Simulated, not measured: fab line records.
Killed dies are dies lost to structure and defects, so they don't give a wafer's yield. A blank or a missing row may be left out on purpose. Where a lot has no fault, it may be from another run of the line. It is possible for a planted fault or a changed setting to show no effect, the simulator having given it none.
Struck lot and sound lot, side by side    flow sfq line    21 out of 325 route steps
Sound: wafers L445.1, L445.3, L445.4. The struck wafers were L439.1, L439.3. At the end, the cause is stated.
At each step with rows: each side's tool, then ch and its chambers, then its first start. Under that, the readings that differ: sound wafers    struck wafers    difference of the means    sigmas: that difference in standard deviations of wafers without a fault.
alike: readings with means less than 2 such deviations apart, plus words and numbers identical on both sides. not compared: withheld readings, readings lacking a value on some wafer, bounds such as >300 that could conceal the same value, and numbers that have no deviation in the record and whose values overlap.
Wherever a step has rows on one side only, a row that says differs or no value, or a row with sigmas, the two part there. When numbers do not overlap yet have no deviation, they are printed without sigmas and do not part them. A reading that every wafer of one side lacks parts them only if that side has two wafers or more.

SFQ_TRILAYER_I4_VIA_BARC_OPEN_VIA_ETCH_146: etches BARC in O2, target depth 125 nm, time 41.7 s.
  sound on rie diel-04 ch 1,2,3, day 52 13:20; struck on rie diel-02 ch 2,3, day 49 03:24
  alike: chamber pressure mTorr, drypump motor current A, oes product au
  not compared: rf hours counter h
then, 4 steps without rows for these wafers: SFQ_TRILAYER_I4_VIA_ETCH_VIA_ETCH_106 (etches SiO2 in CHF3, stops on Nb, target depth 260 nm); SFQ_TRILAYER_I4_VIA_STRIP_STRIP_107 (strips in O2); SFQ_TRILAYER_I4_VIA_STRIP_SOLV_CLEAN_108 (cleans in NMP, time 600 s); SFQ_TRILAYER_JJ_TRILAYER_DEP_PRE_CLEAN_113 (time 22.5 s).
SFQ_TRILAYER_JJ_TRILAYER_DEP_SPUTTER_109: material Nb, target thk 150 nm, time 100 s.
  sound: pvd sputter-06 at day 52 14:17; struck: pvd sputter-03 at day 49 04:22
  alike: throttle valve pct
SFQ_TRILAYER_JJ_TRILAYER_DEP_SPUTTER_110: material Al, target thk 8 nm, time 10 s.
  sound: pvd sputter-06 at day 52 14:22; struck: pvd sputter-03 at day 49 04:26
  alike: throttle valve pct
then, 1 step without rows for these wafers: SFQ_TRILAYER_JJ_TRILAYER_DEP_AL_OXIDATION_111 (oxidation time 600 s).
SFQ_TRILAYER_JJ_TRILAYER_DEP_SPUTTER_112: material Nb, target thk 170 nm, time 113.3 s.
  sound: pvd sputter-06 at day 52 15:23; struck: pvd sputter-03 at day 49 05:27
  alike: throttle valve pct
SFQ_JJ_RS_MEAS_929: measurement is done with a four-point probe.
  sound: film metro-01 at day 52 15:28; struck: film metro-03 at day 49 05:32
  alike: JJ_NB_RS
then, 1 step without rows for these wafers: SFQ_TRILAYER_JJ_CE_LITHO_COAT_119 (resist thk 62 nm).
SFQ_TRILAYER_JJ_CE_LITHO_COAT_114: resist thk 600 nm.
  sound on litho track-02 ch 0, day 52 15:56; struck on litho track-04 ch 0, day 49 06:01
reading                                                 sound            struck       difference  sigmas
model.KrF_of_TRILAYER_JJ_CE_LITHO_COAT_114.thk nm (nm)  597.7 597.6 599  548.7 550.1  -48.7       
  alike: chill plate temp C, resist line temp C
then, 4 steps without rows for these wafers: SFQ_TRILAYER_JJ_CE_LITHO_SOFTBAKE_118; SFQ_TRILAYER_JJ_CE_LITHO_EXPOSE_115 (exposes mask J5, target cd 700 nm); SFQ_TRILAYER_JJ_CE_LITHO_PEB_117 (peb time 60 s); SFQ_TRILAYER_JJ_CE_LITHO_DEVELOP_116 (time 60 s).
-- the record jumps here: 5 days lie between the struck wafers' starts before and after --
SFQ_JJ_OVL_MEAS_931:
  sound: overlay-02 at day 57 17:14; struck: overlay-02 at day 54 10:35
  alike: J5_OVL
following that, these wafers have no rows for 1 step: SFQ_TRILAYER_JJ_CE_METRO_MEASURE_117.
SFQ_TRILAYER_JJ_CE_BARC_OPEN_RIE_150: chemistry O2, target BARC, target depth 240 nm, time 80 s.
  sound on rie metal-01 ch 0, day 57 18:29; struck on rie metal-01 ch 0,1, day 54 11:49
  alike: chamber pressure mTorr, drypump motor current A, oes product au
  not compared: rf hours counter h
SFQ_TRILAYER_JJ_CE_ETCH_RIE_118: chemistry SF6, target Nb, stops on Al2O3, time 97.7 s, target depth 170 nm.
  sound on rie metal-01 ch 0, day 57 18:40; struck on rie metal-01 ch 0,1, day 54 11:54
reading                                                 sound              struck       difference  sigmas
model.KrF_of_TRILAYER_JJ_CE_LITHO_COAT_114.thk nm (nm)  475.3 474.9 476.2  424.4 426.8  -49.9       
  alike: chamber pressure mTorr, drypump motor current A, oes product au
  not compared: rf hours counter h
following that, these wafers have no rows for 1 step: SFQ_TRILAYER_JJ_ANODIZE_ANODIZE_119.

== WHERE THEY PART ==
Nowhere in this record.

WHY: whatever the simulator had introduced
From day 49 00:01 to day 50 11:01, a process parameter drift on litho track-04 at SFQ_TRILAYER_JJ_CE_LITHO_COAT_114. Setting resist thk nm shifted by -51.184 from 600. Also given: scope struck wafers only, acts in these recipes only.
